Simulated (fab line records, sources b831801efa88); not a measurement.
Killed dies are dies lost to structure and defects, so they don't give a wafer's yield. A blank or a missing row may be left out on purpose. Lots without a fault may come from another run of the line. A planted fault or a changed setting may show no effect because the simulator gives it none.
fab line records | flow sfq_line
record lots=6 wafers=18 last_day=92
route steps=325 shown I2@113 M3@118
lots that met no fault: from a run of the same line without faults
start_h: hours from the record's first day to the start of the lot's first wafer shown | wait_h: hours since the lot's step before | " the same as in the row above | L1.1+2: a row that stands for several wafers | - no value, or no start given | * or withheld: withheld | < > ~ a bound
route shown NAME@n: a module of which the file shows steps, and the number in the route of the first | usual: mean/standard deviation of fault-free wafers | same: alike in all rows | chamber/n: place in a boat | sites: the reading at each site | _std_site: their standard deviation | _edge_site: outer sites' mean less inner sites' | radius_mm: how far each site lies from the wafer's centre | mask NAME#n: copy n | behind: the tool/chamber that last shaped the wafer | hold: why the lot was held/for how many hours/how that ended | device: the transistor (n, p or np) that didn't switch | end of line: the same wafers' tests at the end of the route | a step without rows: its recipe alone | killed: dies lost to structure and defects at the first sort, not the wafer's yield | map: a wafer's dies, x killed, . not, _ none there
set.NAME: the setting as run; set.NAME@STEP: as run at that earlier step | model.NAME: the simulator's own value behind a step, which no gauge read
lots at some steps of the route; a table a step, a row a wafer
services: from which hour (start_h, from the record's first day; less than 0 if before it) a tool's chamber was out of use, for how many hours, and why
## steps
# step SFQ_I2_OVL_MEAS_918
# usual I2_OVL=2/6.2
# columns lot.wafer tool chamber start_h wait_h I2_OVL[nm]
L640.1 overlay-02 - 917.95 0.1 -3
L640.2 " - " " 0
L640.3 " - " " 0
L648.1 overlay-01 - 976.87 0.1 -1
L648.3 " - " " -8
L648.6 " - " " 3
L658.1 overlay-02 - 1066.05 0.1 -4
L658.2 " - " " -4
L658.6 " - " " -3
L659.3 overlay-02 - 1067.26 0.1 0
L659.4 " - " " -1
L659.5 " - " " -7
L662.3 overlay-01 - 1235.72 0.1 -16
L662.4 " - " " -8
L662.5 " - " " -11
L663.3 overlay-01 - 1252.93 0.1 0
L663.4 " - " " -6
L663.5 " - " " -1
# step SFQ_TRILAYER_I2_VIA_BARC_OPEN_VIA_ETCH_096
# recipe mask_material=PR chemistry=O2 target_depth_nm=125 target=BARC source_w=500 bias_w=80 pressure_mtorr=30 time_s=41.7
# usual drypump_motor_current_A=5.5/0.34 oes_product_au=0.685/0.0047 rf_fwd_power_W=494.9/2.4
# columns lot.wafer tool chamber start_h wait_h drypump_motor_current_A oes_product_au rf_fwd_power_W rf_hours_counter_h
L640.1 rie_diel-02 0 917.99 0.0 5.8 0.686 493.6 19
L640.2 " 2 " " 6.0 0.684 494.8 10
L640.3 " 1 " " 5.4 0.680 491.0 2
L648.1 rie_diel-04 3 976.91 0.0 5.7 0.678 496.4 9
L648.3 " 2 " " 5.4 0.684 492.5 11
L648.6 " 2 " " 5.4 0.687 491.8 -
L658.1 rie_diel-02 2 1066.09 0.0 6.0 0.691 491.9 13
L658.2 " 1 " " 5.3 0.692 491.6 5
L658.6 " 1 " " 5.3 0.694 490.4 -
L659.3 rie_diel-04 3 1067.29 0.0 5.6 0.685 498.8 11
L659.4 " 1 " " 5.2 0.684 493.6 11
L659.5 " 1 " " 5.2 0.684 495.0 -
L662.3 rie_diel-04 3 1235.74 0.0 5.6 0.682 498.2 13
L662.4 " 3 " " 5.6 0.696 499.9 -
L662.5 " 2 " " 5.4 0.685 493.8 -
L663.3 rie_diel-04 0 1252.96 0.0 5.8 0.679 501.5 11
L663.4 " 3 " " 5.6 0.683 498.4 -
L663.5 " 2 " " 5.5 0.680 494.0 -
# step SFQ_TRILAYER_I2_VIA_ETCH_VIA_ETCH_070
# recipe target=SiO2 stop_on=Nb mask_material=PR taper_deg=20 chemistry=CHF3 target_depth_nm=260 source_w=500 bias_w=80 pressure_mtorr=30 time_s=withheld
# usual drypump_motor_current_A=5.5/0.34 oes_product_au=0.853/0.0056 rf_fwd_power_W=498.0/1.8
# columns lot.wafer tool chamber start_h wait_h drypump_motor_current_A oes_product_au rf_fwd_power_W
L640.1 rie_diel-02 0 918.03 0.0 5.9 0.846 496.3
L640.2 " 2 " " 6.0 0.859 494.2
L640.3 " 1 " " 5.3 0.857 497.9
L648.1 rie_diel-04 3 976.95 0.0 5.7 0.849 497.1
L648.3 " 2 " " 5.4 0.851 495.7
L648.6 " 2 " " 5.5 0.854 496.5
L658.1 rie_diel-02 2 1066.13 0.0 6.0 0.851 499.1
L658.2 " 1 " " 5.3 0.853 497.7
L658.6 " 1 " " 5.3 0.854 498.0
L659.3 rie_diel-04 3 1067.33 0.0 5.6 0.846 495.2
L659.4 " 1 " " 5.2 0.852 495.7
L659.5 " 1 " " 5.2 0.854 496.4
L662.3 rie_diel-04 3 1235.78 0.0 5.7 0.854 497.0
L662.4 " 3 " " 5.6 0.864 496.2
L662.5 " 2 " " 5.4 0.857 498.8
L663.3 rie_diel-04 0 1253.00 0.0 5.8 0.851 499.7
L663.4 " 3 " " 5.6 0.848 499.8
L663.5 " 2 " " 5.4 0.847 496.3
# step SFQ_TRILAYER_I2_VIA_STRIP_STRIP_071
# recipe gas=O2 power_w=200 platen_temp_c=40 overash_fraction=0.65 chemistry=O2 pressure_mtorr=50
# usual drypump_motor_current_A=5.7/0.39 oes_product_au=0.994/0.0083
# columns lot.wafer tool chamber start_h wait_h drypump_motor_current_A oes_product_au rf_hours_counter_h
L640.1 rie_metal-02 1 918.14 - 6.3 1.008 48
L640.2 " 0 " " 5.5 0.993 28
L640.3 " 0 " " 5.5 0.991 -
L648.1 rie_metal-04 0 977.06 - 5.4 0.991 48
L648.3 " 1 " " 5.5 0.995 -
L648.6 " 0 " " 5.4 0.993 -
L658.1 rie_metal-02 1 1066.24 - 6.3 0.994 64
L658.2 " 0 " " 5.5 0.989 40
L658.6 " 0 " " 5.5 0.987 -
L659.3 rie_metal-01 1 1067.64 - 6.0 0.994 -
L659.4 " 0 " " 5.3 0.979 -
L659.5 " 0 " " 5.3 0.988 -
L662.3 rie_metal-02 0 1236.09 - 5.5 0.995 -
L662.4 " 1 " " 6.3 1.013 -
L662.5 " 1 " " 6.3 1.021 -
L663.3 rie_metal-02 0 1253.31 - 5.5 0.992 -
L663.4 " 1 " " 6.3 1.003 -
L663.5 " 1 " " 6.3 0.992 -
# step SFQ_TRILAYER_I2_VIA_STRIP_SOLV_CLEAN_072
# recipe chemistry=NMP temp_c=70 time_s=600
# step SFQ_TRILAYER_M3_DEP_PRE_CLEAN_074
# recipe gas=Ar time_s=22.5 bias_v=250
# step SFQ_TRILAYER_M3_DEP_SPUTTER_073
# recipe material=Nb base_pressure_pa=1.33e-06 chamber_pressure_pa=0.1333 substrate_temp_c=20 resputter_cathode_voltage_v=400 target_thk_nm=200 power_w=2000 time_s=133.3
# usual throttle_valve_pct=30.1/1.2
# columns lot.wafer tool chamber start_h wait_h throttle_valve_pct
L640.1 pvd_sputter-06 - 918.94 0.0 30.6
L640.2 " - " " 30.2
L640.3 " - " " 31.4
L648.1 pvd_sputter-04 - 977.87 0.0 30.2
L648.3 " - " " 29.6
L648.6 " - " " 29.6
L658.1 pvd_sputter-05 - 1067.06 0.0 31.6
L658.2 " - " " 28.3
L658.6 " - " " 28.0
L659.3 pvd_sputter-06 - 1068.24 0.0 29.5
L659.4 " - " " 30.2
L659.5 " - " " 31.2
L662.3 pvd_sputter-04 - 1236.87 0.0 29.9
L662.4 " - " " 30.4
L662.5 " - " " 29.8
L663.3 pvd_sputter-06 - 1253.91 0.0 31.2
L663.4 " - " " 29.3
L663.5 " - " " 30.2
# step SFQ_M3_RS_MEAS_919
# recipe thk_meas_gauge=four-point-probe reads=Nb_of_TRILAYER_M3_DEP_SPUTTER_073
# usual M3_NB_RS=0.890/0.0099
# columns lot.wafer tool chamber start_h wait_h M3_NB_RS[ohm/sq]
L640.1 film_metro-02 - 919.03 0.0 0.881
L640.2 " - " " 0.890
L640.3 " - " " 0.886
L648.1 film_metro-02 - 977.96 0.0 0.889
L648.3 " - " " 0.889
L648.6 " - " " 0.896
L658.1 film_metro-01 - 1067.15 0.0 0.897
L658.2 " - " " 0.879
L658.6 " - " " 0.889
L659.3 film_metro-02 - 1068.37 0.1 0.895
L659.4 " - " " 0.909
L659.5 " - " " 0.901
L662.3 film_metro-01 - 1237.00 0.1 0.896
L662.4 " - " " 0.883
L662.5 " - " " 0.893
L663.3 film_metro-02 - 1254.04 0.1 0.894
L663.4 " - " " 0.889
L663.5 " - " " 0.906
# step SFQ_TRILAYER_M3_LITHO_COAT_080
# recipe resist=BARC spin_rpm=3000 resist_thk_nm=62
# step SFQ_TRILAYER_M3_LITHO_COAT_075
# recipe resist=KrF spin_rpm=3000 resist_thk_nm=600
# step SFQ_TRILAYER_M3_LITHO_SOFTBAKE_079
# recipe temp_c=withheld time_s=withheld resist=KrF
# step SFQ_TRILAYER_M3_LITHO_EXPOSE_076
# recipe mask_id=M3 na=0.6 source_shape=conventional sigma_outer=0.65 target_cd_nm=500 dose_mj=14.4
# usual exposure_dose_mJ_cm2=14.399/0.016 focus_offset_nm=0.0/0.59 stage_vel_mm_s=500.01/0.28
# columns lot.wafer tool chamber start_h wait_h mask exposure_dose_mJ_cm2 focus_offset_nm stage_vel_mm_s
L640.1 krf_scanner-02 0 1052.42 - M3#0 14.385 -0.4 500.29
L640.2 " 0 " " M3#0 14.397 -0.1 500.38
L640.3 " 0 " " M3#0 14.385 0.3 500.23
L648.1 krf_scanner-01 0 1122.15 - M3#0 14.401 0.4 499.79
L648.3 " 0 " " M3#0 14.405 -0.2 499.76
L648.6 " 0 " " M3#0 14.394 0.4 499.66
L658.1 krf_scanner-02 - 1206.60 - M3#0 - - -
L658.2 " - " " M3#0 - - -
L658.6 " - " " M3#0 - - -
L659.3 krf_scanner-02 - 1209.40 - M3#0 - - -
L659.4 " - " " M3#0 - - -
L659.5 " - " " M3#0 - - -
L662.3 krf_scanner-01 0 1238.29 - M3#0 14.392 0.1 500.30
L662.4 " 0 " " M3#0 14.406 0.3 500.27
L662.5 " 0 " " M3#0 14.369 -0.6 500.29
L663.3 krf_scanner-02 0 1258.83 - M3#0 14.394 0.7 499.86
L663.4 " 0 " " M3#0 14.392 -0.1 500.06
L663.5 " 0 " " M3#0 14.409 -0.2 500.14
# step SFQ_TRILAYER_M3_LITHO_PEB_078
# recipe peb_temp_c=115 peb_time_s=60 resist=KrF
## services
# columns tool chamber start_h hours kind
krf_scanner-02 - 898.05 1.3 pm
rie_diel-04 - 902.56 0.2 repair
krf_scanner-02 - 903.42 0.8 pm
rie_diel-04 0 910.24 3.3 repair
rie_diel-04 3 917.57 4.0 repair
rie_diel-02 - 926.14 0.9 repair
rie_diel-04 1 934.97 8.4 repair
rie_diel-04 1 969.27 14.8 repair
rie_metal-02 0 978.11 22.8 repair
krf_scanner-02 - 981.37 4.0 pm
krf_scanner-02 - 986.86 6.1 repair
rie_diel-02 3 991.16 21.8 repair
krf_scanner-02 - 992.93 1.0 pm
rie_metal-02 - 1036.35 2.0 repair
rie_diel-02 3 1049.64 13.1 repair
rie_diel-02 0 1050.27 1.7 repair
krf_scanner-02 - 1066.82 1.3 pm
krf_scanner-02 - 1072.22 0.8 pm
rie_diel-04 - 1124.00 2.8 pm
rie_diel-04 2 1139.32 2.0 repair
krf_scanner-02 - 1157.07 1.0 pm
rie_diel-02 2 1157.82 7.1 repair
rie_diel-04 1 1235.23 6.2 repair
rie_diel-04 1 1246.28 7.5 repair
## key
first_sign step=SFQ_TRILAYER_M3_LITHO_EXPOSE_076 reading=tool_record direction=missing
effect none on later readings
met_at SFQ_TRILAYER_M3_LITHO_EXPOSE_076
struck_wafers L658.1,L658.2,L658.6,L659.3,L659.4,L659.5
rows_end L658.1
onset_between 1052.42 1206.60
fault kind=skipped_step_whole tool=krf_scanner-02 chamber=- onset_h=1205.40 steps=SFQ_TRILAYER_M3_LITHO_EXPOSE_076 scope=struck_lots_only
# rows_end: these wafers met a further fault down the route, and their rows from its step on are left out
